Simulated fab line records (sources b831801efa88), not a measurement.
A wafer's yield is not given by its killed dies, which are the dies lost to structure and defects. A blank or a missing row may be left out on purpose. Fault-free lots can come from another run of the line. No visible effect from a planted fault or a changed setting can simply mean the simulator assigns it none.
Which of the tools did it? / flow gf180mcu / route of 602 steps, sampled at 1 step: 14 lots, 42 wafers

== WHAT THE GAUGES READ, wafer by wafer ==
GF_V5_THK_MEAS_03.
lot=L566; measured=day 26 02:08; on=film-metro-04; V5_CVD_02_THK (nm)=1455 1435 1484
lot=L567; measured=day 26 09:20; on=film-metro-04; V5_CVD_02_THK (nm)=1457 1464 1442
lot=L568; measured=day 26 19:30; on=film-metro-01; V5_CVD_02_THK (nm)=1445 1422 1472
lot=L570; measured=day 27 08:08; on=film-metro-02; V5_CVD_02_THK (nm)=1441 1448 1468
lot=L571; measured=day 28 00:48; on=film-metro-01; V5_CVD_02_THK (nm)=1411 1440 1435
lot=L572; measured=day 28 07:53; on=film-metro-02; V5_CVD_02_THK (nm)=1457 1452 1468
lot=L573; measured=day 28 16:20; on=film-metro-04; V5_CVD_02_THK (nm)=1425 1450 1452
lot=L574; measured=day 29 01:59; on=film-metro-04; V5_CVD_02_THK (nm)=1441 1426 1455
lot=L577; measured=day 29 20:21; on=film-metro-02; V5_CVD_02_THK (nm)=1440 1458 1449
lot=L578; measured=day 30 00:29; on=film-metro-01; V5_CVD_02_THK (nm)=1424 1414 1435
lot=L579; measured=day 30 11:22; on=film-metro-01; V5_CVD_02_THK (nm)=1431 1463 1446
lot=L584; measured=day 32 03:28; on=film-metro-04; V5_CVD_02_THK (nm)=1424 1468 1452
lot=L588; measured=day 32 23:04; on=film-metro-01; V5_CVD_02_THK (nm)=1434 1425 1422
lot=L589; measured=day 33 00:47; on=film-metro-02; V5_CVD_02_THK (nm)=1435 1452 1456

== TOOL THAT RAN EACH LOT (tool first, then ch and the chambers of the sampled wafers, then the start) ==
There is no process step in the record ahead of these readings.

== AS READ BY THE TOOLS THEMSELVES (means over the sampled wafers that have a number; for cases with no such wafer, the mark the record gives instead) ==
The record holds no such reading with a usual standard deviation.

== THE ANSWER, worked out from the rows above alone ==
Rule: the usual values come from the lots themselves. The widest of any qualifying gaps counts: lots, ordered by their means at a reading, are off when they make up no more than a third of the lots, leave a main group of 4 or more, and stand apart from it by 3 or more times the standard deviation of that group's means. Not used: any main group whose means are identical at the precision the tables above print for the reading. Also off: a lot with no number at a reading for which 4 or more lots have one. Where the step has rows for the other lots, those lots are counted as sound. After the gauges, taken in route order, come the tools' own readings; for these a lot's mean is taken, as printed above. At the first step where some lot is off, the reading lying furthest off is the one used; lots without a number count as furthest.
None of the lots is off at any reading shown; this tells nothing.

== WHAT THE SIMULATOR PUT IN ==
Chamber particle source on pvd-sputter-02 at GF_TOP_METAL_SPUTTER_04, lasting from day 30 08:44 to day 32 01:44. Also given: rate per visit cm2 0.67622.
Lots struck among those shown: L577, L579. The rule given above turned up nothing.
